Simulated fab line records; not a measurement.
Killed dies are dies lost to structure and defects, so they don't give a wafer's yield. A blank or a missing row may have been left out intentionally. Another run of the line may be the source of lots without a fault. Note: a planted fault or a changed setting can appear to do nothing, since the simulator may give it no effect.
fab line records + flow gf180mcu
[record]
- lots = 14
- wafers = 42
- last_day = 34
route steps=602 shown STI@13 NWELL@49 MVSD@75 VT_IMPLANT@99
lots that met no fault: from a run of the same line without faults
start_h: hours from the record's opening day to when the first of the lot's shown wafers began + wait_h: time in hours since the lot's previous step + " the same as in the row above + L1.1+2: one row covering several wafers at once + - no value, or no start was given + * or withheld: withheld + < > ~ a bound
route shown NAME@n: a module of which the file shows steps, and the number in the route of the first + usual: mean/standard deviation taken from wafers without a fault + same: alike in all rows + chamber/n: place in a boat + sites: the reading at each site + _std_site: how widely they spread, as a standard deviation + _edge_site: outer sites' mean less inner sites' + radius_mm: for every site, how far away it sits from the centre of the wafer + mask NAME#n: copy n + behind: the tool/chamber that last shaped the wafer + hold: why the lot was held/for how many hours/how that ended + device: which transistor (n, p or np) failed to switch + end of line: the tests these same wafers got at the end of their route + a step given without rows: its recipe and nothing more + killed: dies lost to structure and defects at the first sort, not the wafer's yield + map: the dies of a wafer, with x for killed, . for not killed, _ for no die there
set.NAME: the run value of the setting; set.NAME@STEP: its run value at that earlier step + model.NAME: the simulator's own value behind a step, which no gauge read
the route's steps for a sample of lots (tables are steps, rows are wafers)
services: the hour from which a tool's chamber was out of use, counted from the record's first day as start_h (under 0 if before that day), plus the number of hours and why
[[steps]]
[step GF_STI_CD_MEAS_12]
[recipe]
- target_cd_nm = 220
[usual]
- cd_nm = 220.2/1.3
| lot.wafer | tool      | chamber | start_h | wait_h | cd_nm |
|-----------|-----------|---------|---------|--------|-------|
| L741.2    | cd_sem-02 | -       | 25.73   | 0.1    | 220.6 |
| L741.3    | "         | -       | "       | "      | 220.0 |
| L741.5    | "         | -       | "       | "      | 220.8 |
| L742.1    | cd_sem-01 | -       | 31.23   | 0.1    | 217.4 |
| L742.2    | "         | -       | "       | "      | 216.5 |
| L742.3    | "         | -       | "       | "      | 218.1 |
| L743.1    | cd_sem-01 | -       | 35.33   | 0.1    | 220.3 |
| L743.3    | "         | -       | "       | "      | 217.8 |
| L743.6    | "         | -       | "       | "      | 220.2 |
| L744.2    | cd_sem-02 | -       | 40.78   | 0.1    | 220.5 |
| L744.5    | "         | -       | "       | "      | 221.3 |
| L744.6    | "         | -       | "       | "      | 221.4 |
| L746.3    | cd_sem-01 | -       | 51.10   | 0.1    | 218.6 |
| L746.5    | "         | -       | "       | "      | 219.1 |
| L746.6    | "         | -       | "       | "      | 219.0 |
| L750.1    | cd_sem-02 | -       | 71.47   | 0.1    | 218.8 |
| L750.2    | "         | -       | "       | "      | 219.0 |
| L750.3    | "         | -       | "       | "      | 219.4 |
| L751.1    | cd_sem-02 | -       | 76.42   | 0.1    | 221.3 |
| L751.3    | "         | -       | "       | "      | 220.9 |
| L751.4    | "         | -       | "       | "      | 221.0 |
| L752.1    | cd_sem-01 | -       | 82.61   | 0.1    | 223.0 |
| L752.5    | "         | -       | "       | "      | 221.2 |
| L752.6    | "         | -       | "       | "      | 221.4 |
| L755.3    | cd_sem-02 | -       | 98.10   | 0.1    | 218.9 |
| L755.4    | "         | -       | "       | "      | 219.1 |
| L755.6    | "         | -       | "       | "      | 219.2 |
| L757.1    | cd_sem-01 | -       | 107.83  | 0.1    | 220.7 |
| L757.3    | "         | -       | "       | "      | 222.0 |
| L757.4    | "         | -       | "       | "      | 221.6 |
| L758.1    | cd_sem-01 | -       | 111.78  | 0.1    | 221.7 |
| L758.4    | "         | -       | "       | "      | 220.2 |
| L758.5    | "         | -       | "       | "      | 221.6 |
| L759.4    | cd_sem-02 | -       | 118.29  | 0.1    | 220.7 |
| L759.5    | "         | -       | "       | "      | 219.7 |
| L759.6    | "         | -       | "       | "      | 220.4 |
| L760.2    | cd_sem-01 | -       | 124.90  | 0.1    | 220.9 |
| L760.3    | "         | -       | "       | "      | 221.4 |
| L760.6    | "         | -       | "       | "      | 222.0 |
| L762.1    | cd_sem-02 | -       | 133.53  | 0.1    | 221.7 |
| L762.3    | "         | -       | "       | "      | 222.0 |
| L762.6    | "         | -       | "       | "      | 222.6 |
[step GF_NWELL_OVL_MEAS_07]
[usual]
- NWELL_OVL = -0.8/1.3
| lot.wafer | tool       | chamber | start_h | wait_h | NWELL_OVL[nm] |
|-----------|------------|---------|---------|--------|---------------|
| L741.2    | overlay-01 | -       | 55.36   | -      | -1.7          |
| L741.3    | "          | -       | "       | "      | -1.3          |
| L741.5    | "          | -       | "       | "      | -0.9          |
| L742.1    | overlay-01 | -       | 61.26   | -      | 0.9           |
| L742.2    | "          | -       | "       | "      | -2.2          |
| L742.3    | "          | -       | "       | "      | 0.1           |
| L743.1    | overlay-01 | -       | 66.67   | -      | -0.8          |
| L743.3    | "          | -       | "       | "      | -0.8          |
| L743.6    | "          | -       | "       | "      | -1.1          |
| L744.2    | overlay-02 | -       | 71.74   | -      | 1.3           |
| L744.5    | "          | -       | "       | "      | 0.2           |
| L744.6    | "          | -       | "       | "      | 0.3           |
| L746.3    | overlay-02 | -       | 82.19   | -      | -1.2          |
| L746.5    | "          | -       | "       | "      | -1.1          |
| L746.6    | "          | -       | "       | "      | -1.5          |
| L750.1    | overlay-01 | -       | 104.18  | -      | 2.1           |
| L750.2    | "          | -       | "       | "      | 0.5           |
| L750.3    | "          | -       | "       | "      | 0.6           |
| L751.1    | overlay-01 | -       | 109.13  | -      | -2.5          |
| L751.3    | "          | -       | "       | "      | -1.9          |
| L751.4    | "          | -       | "       | "      | -2.3          |
| L752.1    | overlay-01 | -       | 116.07  | -      | 0.5           |
| L752.5    | "          | -       | "       | "      | -1.2          |
| L752.6    | "          | -       | "       | "      | -0.9          |
| L755.3    | overlay-01 | -       | 132.63  | -      | -2.0          |
| L755.4    | "          | -       | "       | "      | -3.2          |
| L755.6    | "          | -       | "       | "      | -3.9          |
| L757.1    | overlay-02 | -       | 142.06  | -      | -1.6          |
| L757.3    | "          | -       | "       | "      | -1.2          |
| L757.4    | "          | -       | "       | "      | 0.6           |
| L758.1    | overlay-02 | -       | 146.53  | -      | 0.7           |
| L758.4    | "          | -       | "       | "      | -0.4          |
| L758.5    | "          | -       | "       | "      | 0.1           |
| L759.4    | overlay-01 | -       | 153.07  | -      | -0.2          |
| L759.5    | "          | -       | "       | "      | -0.2          |
| L759.6    | "          | -       | "       | "      | 0.0           |
| L760.2    | overlay-02 | -       | 160.19  | -      | -0.4          |
| L760.3    | "          | -       | "       | "      | 0.8           |
| L760.6    | "          | -       | "       | "      | -0.1          |
| L762.1    | overlay-01 | -       | 170.13  | -      | -1.3          |
| L762.3    | "          | -       | "       | "      | -1.4          |
| L762.6    | "          | -       | "       | "      | -1.6          |
[step GF_MVSD_IMPLANT_09]
[recipe]
- species = P
- energy_kev = 100
- dose_cm2 = 5e+12
- tilt_deg = 0
[usual]
- beam_energy_keV = 100.00/0.033
- beam_on_s = 10.04/0.2
- dose_ions_cm2 = 5e+12/5.4e+09
- faraday_current_uA = 28.1/0.57
| lot.wafer | tool         | chamber | start_h | wait_h | beam_energy_keV | beam_on_s | dose_ions_cm2 | faraday_current_uA |
|-----------|--------------|---------|---------|--------|-----------------|-----------|---------------|--------------------|
| L741.2    | implanter-03 | 0       | 83.17   | 0.1    | 100.01          | 10.30     | 5e+12         | 27.4               |
| L741.3    | "            | 0       | "       | "      | 100.04          | 10.21     | 4.995e+12     | 27.6               |
| L741.5    | "            | 0       | "       | "      | 99.99           | 10.20     | 4.998e+12     | 27.6               |
| L742.1    | implanter-04 | 0       | 89.14   | 0.1    | 99.99           | 9.81      | 5.001e+12     | 28.7               |
| L742.2    | "            | 0       | "       | "      | 99.95           | 9.64      | 5e+12         | 29.2               |
| L742.3    | "            | 0       | "       | "      | 99.99           | 10.00     | 4.995e+12     | 28.1               |
| L743.1    | implanter-01 | 0       | 94.96   | 0.2    | 100.03          | 10.33     | 5.002e+12     | 27.2               |
| L743.3    | "            | 0       | "       | "      | 100.06          | 9.94      | 5.001e+12     | 28.5               |
| L743.6    | "            | 0       | "       | "      | 100.02          | 9.73      | 4.999e+12     | 29.0               |
| L744.2    | implanter-04 | 0       | 99.97   | 0.1    | 100.00          | 10.31     | 5.008e+12     | 27.3               |
| L744.5    | "            | 0       | "       | "      | 99.94           | 9.69      | 5.007e+12     | 29.1               |
| L744.6    | "            | 0       | "       | "      | 100.01          | 9.85      | 5.003e+12     | 28.8               |
| L746.3    | implanter-04 | 0       | 110.91  | 0.1    | 100.02          | 9.87      | 4.997e+12     | 28.6               |
| L746.5    | "            | 0       | "       | "      | 100.02          | 9.57      | 4.997e+12     | 29.5               |
| L746.6    | "            | 0       | "       | "      | 100.07          | 10.24     | 5.003e+12     | 27.5               |
| L750.1    | implanter-01 | 0       | 135.00  | 0.1    | 100.01          | 10.09     | 4.997e+12     | 28.0               |
| L750.2    | "            | 0       | "       | "      | 99.95           | 9.82      | 5.003e+12     | 28.7               |
| L750.3    | "            | 0       | "       | "      | 99.97           | 10.13     | 4.999e+12     | 27.9               |
| L751.1    | implanter-03 | 0       | 139.39  | 0.1    | 100.01          | 10.07     | 4.999e+12     | 28.1               |
| L751.3    | "            | 0       | "       | "      | 99.95           | 10.09     | 4.993e+12     | 28.0               |
| L751.4    | "            | 0       | "       | "      | 100.01          | 10.02     | 4.995e+12     | 28.3               |
| L752.1    | implanter-03 | 0       | 147.95  | 0.1    | 100.01          | 10.18     | 5.006e+12     | 27.8               |
| L752.5    | "            | 0       | "       | "      | 100.01          | 10.15     | 4.997e+12     | 28.0               |
| L752.6    | "            | 0       | "       | "      | 99.99           | 9.80      | 5.005e+12     | 28.9               |
| L755.3    | implanter-01 | 0       | 164.86  | 0.1    | 100.03          | 9.95      | 5.004e+12     | 28.4               |
| L755.4    | "            | 0       | "       | "      | 99.97           | 10.10     | 5.008e+12     | 27.9               |
| L755.6    | "            | 0       | "       | "      | 99.98           | 9.94      | 5.007e+12     | 28.4               |
| L757.1    | implanter-03 | 0       | 174.29  | 0.1    | 99.95           | 10.34     | 4.991e+12     | 27.3               |
| L757.3    | "            | 0       | "       | "      | 100.02          | 10.11     | 4.992e+12     | 28.0               |
| L757.4    | "            | 0       | "       | "      | 99.95           | 9.71      | 4.998e+12     | 28.9               |
| L758.1    | implanter-04 | -       | 179.75  | 0.1    | -               | -         | -             | -                  |
| L758.4    | "            | -       | "       | "      | -               | -         | -             | -                  |
| L758.5    | "            | -       | "       | "      | -               | -         | -             | -                  |
| L759.4    | implanter-01 | -       | 185.47  | 0.1    | -               | -         | -             | -                  |
| L759.5    | "            | -       | "       | "      | -               | -         | -             | -                  |
| L759.6    | "            | -       | "       | "      | -               | -         | -             | -                  |
| L760.2    | implanter-03 | 0       | 192.17  | 0.1    | 100.05          | 10.09     | 4.996e+12     | 27.8               |
| L760.3    | "            | 0       | "       | "      | 100.05          | 10.27     | 4.986e+12     | 27.6               |
| L760.6    | "            | 0       | "       | "      | 100.02          | 10.25     | 4.999e+12     | 27.4               |
| L762.1    | implanter-03 | 0       | 203.31  | 0.1    | 100.04          | 9.87      | 5.003e+12     | 28.5               |
| L762.3    | "            | 0       | "       | "      | 100.06          | 10.07     | 5.002e+12     | 27.9               |
| L762.6    | "            | 0       | "       | "      | 100.07          | 10.06     | 5.005e+12     | 28.0               |
[step GF_MVSD_TW_MEAS_11]
[usual]
- MVSD_TW = 1565/13
| lot.wafer | tool          | chamber | start_h | wait_h | MVSD_TW |
|-----------|---------------|---------|---------|--------|---------|
| L741.2    | film_metro-03 | -       | 83.40   | 0.1    | 1555    |
| L741.3    | "             | -       | "       | "      | 1543    |
| L741.5    | "             | -       | "       | "      | 1540    |
| L742.1    | film_metro-01 | -       | 89.39   | 0.1    | 1577    |
| L742.2    | "             | -       | "       | "      | 1569    |
| L742.3    | "             | -       | "       | "      | 1571    |
| L743.1    | film_metro-03 | -       | 95.36   | 0.1    | 1547    |
| L743.3    | "             | -       | "       | "      | 1546    |
| L743.6    | "             | -       | "       | "      | 1551    |
| L744.2    | film_metro-01 | -       | 100.20  | 0.1    | 1579    |
| L744.5    | "             | -       | "       | "      | 1575    |
| L744.6    | "             | -       | "       | "      | 1571    |
| L746.3    | film_metro-04 | -       | 111.13  | 0.1    | 1563    |
| L746.5    | "             | -       | "       | "      | 1568    |
| L746.6    | "             | -       | "       | "      | 1566    |
| L750.1    | film_metro-04 | -       | 135.25  | 0.1    | 1571    |
| L750.2    | "             | -       | "       | "      | 1568    |
| L750.3    | "             | -       | "       | "      | 1568    |
| L751.1    | film_metro-04 | -       | 139.64  | 0.1    | 1569    |
| L751.3    | "             | -       | "       | "      | 1572    |
| L751.4    | "             | -       | "       | "      | 1561    |
| L752.1    | film_metro-01 | -       | 148.20  | 0.1    | 1568    |
| L752.5    | "             | -       | "       | "      | 1560    |
| L752.6    | "             | -       | "       | "      | 1568    |
| L755.3    | film_metro-01 | -       | 165.08  | 0.1    | 1582    |
| L755.4    | "             | -       | "       | "      | 1575    |
| L755.6    | "             | -       | "       | "      | 1570    |
| L757.1    | film_metro-03 | -       | 174.54  | 0.1    | 1533    |
| L757.3    | "             | -       | "       | "      | 1540    |
| L757.4    | "             | -       | "       | "      | 1536    |
| L758.1    | film_metro-01 | -       | 180.00  | 0.1    | 1500    |
| L758.4    | "             | -       | "       | "      | 1493    |
| L758.5    | "             | -       | "       | "      | 1506    |
| L759.4    | film_metro-03 | -       | 185.68  | 0.1    | 1463    |
| L759.5    | "             | -       | "       | "      | 1470    |
| L759.6    | "             | -       | "       | "      | 1468    |
| L760.2    | film_metro-04 | -       | 192.42  | 0.1    | 1568    |
| L760.3    | "             | -       | "       | "      | 1565    |
| L760.6    | "             | -       | "       | "      | 1556    |
| L762.1    | film_metro-04 | -       | 203.56  | 0.1    | 1568    |
| L762.3    | "             | -       | "       | "      | 1578    |
| L762.6    | "             | -       | "       | "      | 1573    |
[step GF_VT_IMPLANT_STRIP_09]
[recipe]
- chemistry = O2/N2
- power_w = 1400
- pressure_mtorr = 1500
- platen_temp_c = 250
- o2_flow_sccm = 3000
- n2_flow_sccm = 300
- overash_fraction = 0.5
[usual]
- drypump_motor_current_A = 5.9/0.63
- heater_power_w = 340/38
- oes_product_au = 0.716/0.0048
- strip_time_to_endpoint_s = 12.609/0.03
| lot.wafer | tool            | chamber | start_h | wait_h | drypump_motor_current_A | heater_power_w | oes_product_au | rf_hours_counter_h | strip_time_to_endpoint_s |
|-----------|-----------------|---------|---------|--------|-------------------------|----------------|----------------|--------------------|--------------------------|
| L741.2    | plasma_asher-01 | 1       | 112.17  | 0.1    | 5.8                     | 362            | 0.722          | 32                 | 12.593                   |
| L741.3    | "               | 0       | "       | "      | 6.6                     | 261            | 0.712          | -                  | 12.604                   |
| L741.5    | "               | 0       | "       | "      | 6.6                     | 253            | 0.715          | -                  | 12.585                   |
| L742.1    | plasma_asher-02 | 0       | 119.02  | 0.1    | 5.0                     | 363            | 0.718          | 0                  | 12.588                   |
| L742.2    | "               | 1       | "       | "      | 6.2                     | 374            | 0.715          | 0                  | 12.563                   |
| L742.3    | "               | 0       | "       | "      | 5.1                     | 349            | 0.726          | -                  | 12.575                   |
| L743.1    | plasma_asher-04 | 1       | 125.15  | 0.1    | 5.3                     | 309            | 0.723          | 47                 | 12.636                   |
| L743.3    | "               | 0       | "       | "      | 6.8                     | 338            | 0.717          | -                  | 12.615                   |
| L743.6    | "               | 0       | "       | "      | 6.7                     | 326            | 0.715          | -                  | 12.636                   |
| L744.2    | plasma_asher-04 | 0       | 129.19  | 0.1    | 6.7                     | 337            | 0.717          | 47                 | 12.585                   |
| L744.5    | "               | 1       | "       | "      | 5.3                     | 307            | 0.723          | -                  | 12.586                   |
| L744.6    | "               | 0       | "       | "      | 6.7                     | 340            | 0.713          | -                  | 12.589                   |
| L746.3    | plasma_asher-01 | 1       | 141.33  | 0.1    | 5.8                     | 377            | 0.720          | -                  | 12.561                   |
| L746.5    | "               | 1       | "       | "      | 5.8                     | 378            | 0.717          | -                  | 12.611                   |
| L746.6    | "               | 0       | "       | "      | 6.6                     | 253            | 0.710          | -                  | 12.606                   |
| L750.1    | plasma_asher-01 | 1       | 166.45  | 0.1    | 5.8                     | 367            | 0.719          | 39                 | 12.586                   |
| L750.2    | "               | 0       | "       | "      | 6.6                     | 259            | 0.715          | 39                 | 12.595                   |
| L750.3    | "               | 1       | "       | "      | 5.8                     | 382            | 0.715          | -                  | 12.604                   |
| L751.1    | plasma_asher-02 | 1       | 171.90  | 0.1    | 6.2                     | 374            | 0.711          | 6                  | 12.640                   |
| L751.3    | "               | 1       | "       | "      | 6.2                     | 369            | 0.699          | -                  | 12.625                   |
| L751.4    | "               | 0       | "       | "      | 5.1                     | 353            | 0.716          | -                  | 12.629                   |
| L752.1    | plasma_asher-04 | 0       | 181.07  | 0.1    | 6.7                     | 340            | 0.720          | 53                 | 12.606                   |
| L752.5    | "               | 0       | "       | "      | 6.7                     | 335            | 0.709          | -                  | 12.584                   |
| L752.6    | "               | 1       | "       | "      | 5.3                     | 316            | 0.717          | -                  | 12.614                   |
| L755.3    | plasma_asher-02 | 0       | 197.33  | 0.1    | 5.1                     | 339            | 0.722          | -                  | 12.592                   |
| L755.4    | "               | 1       | "       | "      | 6.2                     | 377            | 0.704          | -                  | 12.591                   |
| L755.6    | "               | 1       | "       | "      | 6.2                     | 370            | 0.707          | -                  | 12.597                   |
| L757.1    | plasma_asher-02 | 0       | 208.39  | 0.1    | 5.1                     | 353            | 0.701          | 10                 | 12.669                   |
| L757.3    | "               | 1       | "       | "      | 6.2                     | 372            | 0.705          | -                  | 12.644                   |
| L757.4    | "               | 0       | "       | "      | 5.1                     | 354            | 0.716          | -                  | 12.617                   |
| L758.1    | plasma_asher-02 | 0       | 213.92  | 0.1    | 5.0                     | 348            | 0.711          | 11                 | 12.632                   |
| L758.4    | "               | 0       | "       | "      | 5.1                     | 348            | 0.718          | -                  | 12.641                   |
| L758.5    | "               | 0       | "       | "      | 5.0                     | 353            | 0.721          | -                  | 12.617                   |
| L759.4    | plasma_asher-02 | 0       | 220.37  | 0.1    | 5.0                     | 355            | 0.713          | -                  | 12.562                   |
| L759.5    | "               | 1       | "       | "      | 6.2                     | 379            | 0.718          | -                  | 12.630                   |
| L759.6    | "               | 0       | "       | "      | 5.1                     | 361            | 0.715          | -                  | 12.600                   |
| L760.2    | plasma_asher-02 | 1       | 227.79  | 0.1    | 6.2                     | 383            | 0.722          | 13                 | 12.567                   |
| L760.3    | "               | 1       | "       | "      | 6.2                     | 378            | 0.706          | -                  | 12.554                   |
| L760.6    | "               | 0       | "       | "      | 5.1                     | 346            | 0.709          | -                  | 12.566                   |
| L762.1    | plasma_asher-01 | 1       | 239.34  | 0.1    | 5.8                     | 375            | 0.721          | 43                 | 12.557                   |
| L762.3    | "               | 1       | "       | "      | 5.8                     | 380            | 0.715          | -                  | 12.594                   |
| L762.6    | "               | 0       | "       | "      | 6.6                     | 248            | 0.713          | -                  | 12.592                   |
[step GF_VT_IMPLANT_RS_MEAS_46]
[recipe]
- thk_meas_gauge = four-point-probe
[usual]
- MVSD_RS = 457.0/1.5
| lot.wafer | tool          | chamber | start_h | wait_h | MVSD_RS[ohm/sq] |
|-----------|---------------|---------|---------|--------|-----------------|
| L741.2    | film_metro-03 | -       | 157.87  | 0.1    | 455.1           |
| L741.3    | "             | -       | "       | "      | 458.0           |
| L741.5    | "             | -       | "       | "      | 456.9           |
| L742.1    | film_metro-03 | -       | 165.68  | 0.1    | 456.2           |
| L742.2    | "             | -       | "       | "      | 456.9           |
| L742.3    | "             | -       | "       | "      | 456.3           |
| L743.1    | film_metro-03 | -       | 173.20  | 0.1    | 456.7           |
| L743.3    | "             | -       | "       | "      | 455.2           |
| L743.6    | "             | -       | "       | "      | 455.3           |
| L744.2    | film_metro-03 | -       | 176.40  | 0.1    | 456.2           |
| L744.5    | "             | -       | "       | "      | 456.6           |
| L744.6    | "             | -       | "       | "      | 456.5           |
| L746.3    | film_metro-03 | -       | 189.69  | 0.1    | 457.3           |
| L746.5    | "             | -       | "       | "      | 456.4           |
| L746.6    | "             | -       | "       | "      | 456.3           |
| L750.1    | film_metro-03 | -       | 216.74  | 0.1    | 455.8           |
| L750.2    | "             | -       | "       | "      | 456.3           |
| L750.3    | "             | -       | "       | "      | 456.0           |
| L751.1    | film_metro-03 | -       | 221.88  | 0.1    | 456.4           |
| L751.3    | "             | -       | "       | "      | 456.9           |
| L751.4    | "             | -       | "       | "      | 457.1           |
| L752.1    | film_metro-04 | -       | 232.76  | 0.1    | 458.5           |
| L752.5    | "             | -       | "       | "      | 459.6           |
| L752.6    | "             | -       | "       | "      | 456.9           |
| L755.3    | film_metro-03 | -       | 252.27  | 0.1    | 454.3           |
| L755.4    | "             | -       | "       | "      | 456.9           |
| L755.6    | "             | -       | "       | "      | 455.5           |
| L757.1    | film_metro-01 | -       | 263.40  | 0.1    | 455.7           |
| L757.3    | "             | -       | "       | "      | 455.8           |
| L757.4    | "             | -       | "       | "      | 456.2           |
| L758.1    | film_metro-04 | -       | 269.63  | 0.1    | -               |
| L758.4    | "             | -       | "       | "      | -               |
| L758.5    | "             | -       | "       | "      | -               |
| L759.4    | film_metro-04 | -       | 277.38  | 0.1    | -               |
| L759.5    | "             | -       | "       | "      | -               |
| L759.6    | "             | -       | "       | "      | -               |
| L760.2    | film_metro-04 | -       | 285.60  | 0.1    | 459.8           |
| L760.3    | "             | -       | "       | "      | 460.3           |
| L760.6    | "             | -       | "       | "      | 460.1           |
| L762.1    | film_metro-01 | -       | 297.61  | 0.1    | 455.8           |
| L762.3    | "             | -       | "       | "      | 457.0           |
| L762.6    | "             | -       | "       | "      | 457.4           |
[[services]]
| tool            | chamber | start_h | hours | kind       |
|-----------------|---------|---------|-------|------------|
| plasma_asher-01 | -       | 89.64   | 9.4   | repair     |
| plasma_asher-04 | -       | 98.58   | 14.6  | pm         |
| plasma_asher-01 | -       | 98.93   | 2.6   | repair     |
| implanter-04    | -       | 102.47  | 4.4   | repair     |
| plasma_asher-02 | -       | 108.75  | 9.0   | pm         |
| plasma_asher-02 | 0       | 108.75  | 9.0   | vent_cycle |
| plasma_asher-02 | 1       | 108.75  | 9.0   | vent_cycle |
| implanter-01    | -       | 115.00  | 0.9   | repair     |
| plasma_asher-02 | 0       | 117.75  | -     | clean      |
| plasma_asher-02 | 1       | 117.75  | -     | clean      |
| implanter-04    | -       | 134.19  | 12.7  | repair     |
| implanter-01    | -       | 151.88  | 1.4   | repair     |
| plasma_asher-01 | -       | 172.86  | 24.5  | repair     |
| implanter-01    | -       | 187.36  | 35.9  | pm         |
| implanter-03    | -       | 197.99  | 3.6   | pm         |
| plasma_asher-01 | -       | 202.65  | 2.8   | pm         |
| implanter-01    | -       | 223.26  | 8.5   | pm         |
[[key]]
[first_sign]
- step = GF_MVSD_IMPLANT_09
- reading = tool_record
- direction = missing
[effect]
- step = GF_MVSD_TW_MEAS_11
- reading = MVSD_TW
- direction = down
- sigmas = 6.4
- usual = 1565
- struck = 1483
[effect]
- step = GF_VT_IMPLANT_RS_MEAS_46
- reading = MVSD_RS
- direction = missing
met_at GF_MVSD_IMPLANT_09
struck_lots L758,L759
later_rows_left_out L758.1,L758.4,L758.5,L759.4,L759.5,L759.6
sort_left_out L758.1,L758.4,L758.5,L759.4,L759.5,L759.6
tester_left_out L758,L759
not_acting_at GF_STI_CD_MEAS_12,GF_NWELL_OVL_MEAS_07,GF_VT_IMPLANT_STRIP_09
onset_between 164.86 179.75
[fault]
- kind = skipped_step_whole
- tool = implanter-01,implanter-04
- chamber = -
- onset_h = 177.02
- steps = GF_MVSD_IMPLANT_09
- scope = struck_lots_only
// tester_left_out: of these lots the tester's yield and bins aren't shown, on N5 and GAA mostly nor the transistor test; their killed dies are dies lost to structure and defects alone, not to doping, threshold or leakage, so they don't give the yield
// sort_left_out: the simulated sort isn't trusted on such a fault, so these wafers' sort isn't shown, and their yield isn't known
// later_rows_left_out: the simulator's readings of these wafers behind a module that went badly wrong aren't trusted and aren't shown, but for the sort
